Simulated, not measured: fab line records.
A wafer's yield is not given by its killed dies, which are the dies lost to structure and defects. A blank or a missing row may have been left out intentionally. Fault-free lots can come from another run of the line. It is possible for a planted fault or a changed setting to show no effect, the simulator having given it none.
Matching of chambers + flow sky130 + 3 sister chambers for SKY_VIA2_HDPCVD_00 on hdpcvd-02
The step deposits SiO2, target thk 1180 nm, time 196.7 s. 3 wafers are shown with their chamber, then 7 later ones without.

## WAFERS PAIRED WITH THEIR CHAMBERS
| wafer  | chamber | runLengthS (s) |
|--------|---------|----------------|
| L785.3 | 2       | 225.8          |
| L789.1 | 1       | 223.5          |
| L789.5 | 0       | 224.3          |

## WAFERS WITH NO CHAMBER GIVEN
| wafer  | runLengthS (s) |
|--------|----------------|
| L789.6 | 224.9          |
| L795.1 | 225.0          |
| L795.3 | 223.4          |
| L797.4 | 225.0          |
| L797.6 | 224.5          |
| L799.3 | 225.0          |
| L799.4 | 225.2          |

## EACH ONE'S CHAMBER
| wafer  | from the rows above          | in truth |
|--------|------------------------------|----------|
| L789.6 | can't be placed: 0 or 2 or 1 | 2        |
| L795.1 | can't be placed: 0 or 2 or 1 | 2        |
| L795.3 | can't be placed: 1 or 0      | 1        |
| L797.4 | can't be placed: 0 or 2 or 1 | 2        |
| L797.6 | can't be placed: 0 or 1 or 2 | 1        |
| L799.3 | can't be placed: 0 or 2 or 1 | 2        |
| L799.4 | can't be placed: 2 or 0 or 1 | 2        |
Correctly placed: 0 of 7. These rows do not allow placing 7 (true chamber among the candidates in 7). Wrongly placed: 0.
How it was worked out, from the rows above alone: a wafer's distance from a chamber is the root of the sum, over the readings, of the square of ((its reading less the chamber's mean) divided by the reading's scatter). The wafer belongs to the nearest chamber; if the next one is less than 2 further off, it can't be placed. Each chamber's mean is taken over the wafers shown for it. The scatter: with one shown wafer a chamber, the root of the mean of the squares of how far each hidden wafer lies from its nearest shown one.
